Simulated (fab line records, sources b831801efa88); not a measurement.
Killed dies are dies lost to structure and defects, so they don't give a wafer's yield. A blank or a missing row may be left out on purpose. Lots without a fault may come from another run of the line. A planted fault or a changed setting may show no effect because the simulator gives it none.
Split-lot experiment | flow sky130 | 5 lots, 23 wafers read, on a route of 708 steps

THE SPLIT
At SKY_SD_N_DEVELOP_06 (develop time 60 s), the setting develop_time_s was moved away from the recipe's 60 s on 6 of the 23 wafers read, by -8.9% to +4.4%. The other wafers ran this setting at the recipe's value.

The file shows no step between the split and the reading.

THE READING
cd_nm, in nm, at SKY_SD_N_CD_MEAS_07 (target cd 380 nm). Fault-free wafers of this fab line usually give 378.1 nm, standard deviation 2.4 nm.

wafer  | tool, chamber at the split | develop_time_s as run, s | against the recipe | cd_nm, nm | against lot-mates on the recipe
L074.1 | litho_track-04, 0          | 60                       | recipe             | 378.7     | -
L074.2 | litho_track-04, 0          | 60                       | recipe             | 379.2     | -
L074.3 | litho_track-04, 0          | 60                       | recipe             | 374.6     | -
L074.4 | litho_track-04, 0          | 60                       | recipe             | 377.9     | -
L074.6 | litho_track-04, 0          | 60                       | recipe             | 374.8     | -
L075.1 | litho_track-03, 0          | 62.64                    | +4.4%              | 384.0     | +4.1
L075.3 | litho_track-03, 0          | 60                       | recipe             | 380.2     | -
L075.4 | litho_track-03, 0          | 60                       | recipe             | 380.7     | -
L075.5 | litho_track-03, 0          | 62.64                    | +4.4%              | 383.0     | +3.1
L075.6 | litho_track-03, 0          | 60                       | recipe             | 378.7     | -
L076.1 | litho_track-04, 0          | 54.66                    | -8.9%              | 368.8     | -11.6
L076.2 | litho_track-04, 0          | 60                       | recipe             | 380.0     | -
L076.3 | litho_track-04, 0          | 60                       | recipe             | 379.7     | -
L076.5 | litho_track-04, 0          | 60                       | recipe             | 381.6     | -
L076.6 | litho_track-04, 0          | 54.66                    | -8.9%              | 372.3     | -8.1
L077.1 | litho_track-03, 0          | 60                       | recipe             | 379.5     | -
L077.2 | litho_track-03, 0          | 60                       | recipe             | 379.8     | -
L077.3 | litho_track-03, 0          | 60                       | recipe             | 378.7     | -
L077.4 | litho_track-03, 0          | 56.16                    | -6.4%              | 371.8     | -7.5
L077.6 | litho_track-03, 0          | 56.16                    | -6.4%              | 374.2     | -5.1
L081.1 | litho_track-01, 0          | 60                       | recipe             | 376.2     | -
L081.2 | litho_track-01, 0          | 60                       | recipe             | 375.8     | -
L081.3 | litho_track-01, 0          | 60                       | recipe             | 375.6     | -

THE FIT
A straight line over all 23 wafers: cd_nm changes by +0.918 nm for each +1% of develop_time_s; r = +0.85; the points scatter about the line by 2 nm.
The same after taking each lot's own level away (the mean of its wafers on the recipe; 23 wafers): +1.03 nm for each +1%; r = +0.94; scatter 1.3 nm.
On that fit, the largest move of develop_time_s shifts the reading by 9.1 nm.
The lots' own levels span 375.87 to 380.43 nm, that is 1.9 times the standard deviation above.
So the lot-to-lot level changes the slope: the two fits differ.
Check: with one of the wafers moved furthest among these (-8.9%) left out of the fit, the line predicts -8.29 nm for it against its lot-mates. It came out at -11.6 nm against them.

OTHER SPLITS ON THESE WAFERS
These wafers also went through other splits before the reading. Each is held against what the fit with the lots' levels taken away leaves over:
other split on the same wafers      | wafers away from the commonest value | r with cd_nm (lot level and that fit taken away)
SKY_SD_P_DEVELOP_06 develop_time_s  | 8                                    | -0.50
SKY_RES_XHIGH_COAT_02 resist_thk_nm | 7                                    | -0.03

THE FILE'S OWN FIT
cd_nm changes by +1.04 nm for each +1% of develop_time_s, r = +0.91.
